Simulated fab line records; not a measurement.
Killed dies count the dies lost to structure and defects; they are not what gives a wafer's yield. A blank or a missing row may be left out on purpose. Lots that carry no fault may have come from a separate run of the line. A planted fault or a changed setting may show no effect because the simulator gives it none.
A lot that was struck, set against a sound lot | flow sky130 | 16 steps out of a route of 708
Sound: the wafers L714.1, L714.2, L714.4. The struck wafers were L733.1, L733.2, L733.6. The cause is given at the end.
Order at every step that has rows: each side's tool, ch and its chambers, its first start. Under that, the readings that differ: sound wafers | struck wafers | difference of the means | sigmas: that difference in standard deviations of wafers without a fault.
alike: a reading whose means differ by less than 2 such deviations, as well as words and numbers matching on both sides. not compared: withheld readings; readings where some wafer has no value; bounds like >300 that might hide an equal value; numbers whose values overlap and for which the record gives no deviation.
The two part at a step that has a row with sigmas, a row that says differs or no value, or rows on one side only. When numbers do not overlap yet have no deviation, they are printed without sigmas and do not part them. A reading that every wafer of one side lacks parts them only if that side has two wafers or more.

first, 3 steps without rows for these wafers: SKY_SONOS_TUNNEL_EXPOSE_04 (exposes mask TUNM, target cd 410 nm); SKY_SONOS_TUNNEL_PEB_05; SKY_SONOS_TUNNEL_DEVELOP_06 (develop time 60 s).
SKY_SONOS_TUNNEL_CD_MEAS_07: target cd 410 nm.
  sound: cdSem-02 at day 11 06:28; struck: cdSem-01 at day 17 14:11
  alike: cdNm
SKY_SONOS_TUNNEL_OVL_MEAS_08:
  sound: overlay-02 at day 11 06:35; struck: overlay-01 at day 17 14:19
reading               | sound       | struck        | difference | sigmas
SONOS_TUNNEL_OVL (nm) | 3.4 3.6 2.8 | 0.2 -0.3 -0.6 | -3.5       | -2
then, 3 steps without rows for these wafers: SKY_SONOS_TUNNEL_IMPLANT_09; SKY_SONOS_TUNNEL_WET_ETCH_10 (etches SiO2 in dHF, target depth 14 nm, time 280 s); SKY_SONOS_TUNNEL_STRIP_11 (strips in SPM, time 600 s).
SKY_SONOS_TUNNEL_TW_MEAS_12:
  sound: filmMetro-03 at day 11 07:02; struck: filmMetro-03 at day 17 14:46
  alike: SONOS_TUNNEL_TW
then, 2 steps without rows for these wafers: SKY_SONOS_TUNNEL_CLEAN_13 (cleans in dHF, time 20 s); SKY_SONOS_ONO_OXIDATION_00 (stabilise 600 s, purge 300 s, target thk 2.6 nm).
SKY_SONOS_ONO_THK_MEAS_01:
  sound: filmMetro-01 at day 11 08:29; struck: filmMetro-03 at day 17 16:11
  alike: SONOS_ONO_OXIDATION_THK
SKY_SONOS_ONO_CVD_02: deposits Si3N4 from DCS/NH3, target thk 10.5 nm, time 180 s.
  sound on lpcvd-02 ch 1, day 11 08:58; struck on lpcvd-02 ch 0, day 17 16:49
reading                                    | sound            | struck           | difference | sigmas
model.Si3N4_of_SONOS_ONO_CVD_02.thkNm (nm) | 10.36 10.5 10.43 | 11.5 11.52 11.44 | +1.1       | 
  alike: spikeTcCentreC, spikeTcLowerC, spikeTcUpperC, zonePowerLowerPct, zonePowerTopPct, zonePowerUpperPct
SKY_SONOS_ONO_THK_MEAS_03:
  sound: filmMetro-01 at day 11 10:04; struck: filmMetro-01 at day 17 17:52
reading                   | sound             | struck            | difference | sigmas
SONOS_ONO_CVD_02_THK (nm) | 10.36 10.53 10.44 | 11.46 11.58 11.43 | +1.05      | +8
then, 1 step without rows for these wafers: SKY_SONOS_ONO_CVD_04 (deposits SiO2 from SiH4/N2O, target thk 5.7199 nm).
-- record jumps: 32 days separate the struck wafers' starts on either side; left off in module SONOS_ONO, taken up again in module PAD_OPEN, whose first shown step is the route's number 708 --
SKY_PAD_OPEN_PROBE_99:
  sound: prober-01 at day 45 17:38; struck: prober-01 at day 50 03:46
reading                             | sound                   | struck                 | difference | sigmas
model.etest.capOno.gateLog10ACm2    | -7.686 -7.885 -7.722    | -8.504 -8.56 -8.513    | -0.761     | 
model.etest.capOno.gateBvV (V)      | 16.02 16.11 16.23       | 17.02 16.77 16.98      | +0.80      | 
model.etest.capOno.toxAccNm (nm)    | 12.7 12.81 12.72        | 13.35 13.39 13.39      | +0.63      | 
model.etest.sonosProgrammed.vtV (V) | 1.563 1.449 1.558       | 1.208 1.148 1.17       | -0.348     | 
model.etest.sonosErased.vtV (V)     | -2.372 -2.29 -2.355     | -2.035 -2.046 -2.099   | +0.279     | 
model.etest.sonosBaked.vtV (V)      | 1.01 0.9973 0.9861      | 0.8132 0.7897 0.8026   | -0.1960    | 
model.etest.sonosBaked.vtLessV (V)  | -0.5528 -0.4521 -0.5718 | -0.3944 -0.358 -0.3676 | +0.1522    | 
  alike: killed_at_M0_to_M3, killed_at_M4_up, killedAtContacts, killedAtFrontEnd, killedAtOther, killedDies, killedOpen, killedShort
  not compared: model.etest.sonosErased.driveUaUm

WHERE THEY PART
First at SKY_SONOS_TUNNEL_OVL_MEAS_08; last, within this record, at SKY_SONOS_ONO_THK_MEAS_03. Later steps at which nothing parts them and some readings are alike: SKY_PAD_OPEN_PROBE_99.

WHY: whatever the simulator had introduced
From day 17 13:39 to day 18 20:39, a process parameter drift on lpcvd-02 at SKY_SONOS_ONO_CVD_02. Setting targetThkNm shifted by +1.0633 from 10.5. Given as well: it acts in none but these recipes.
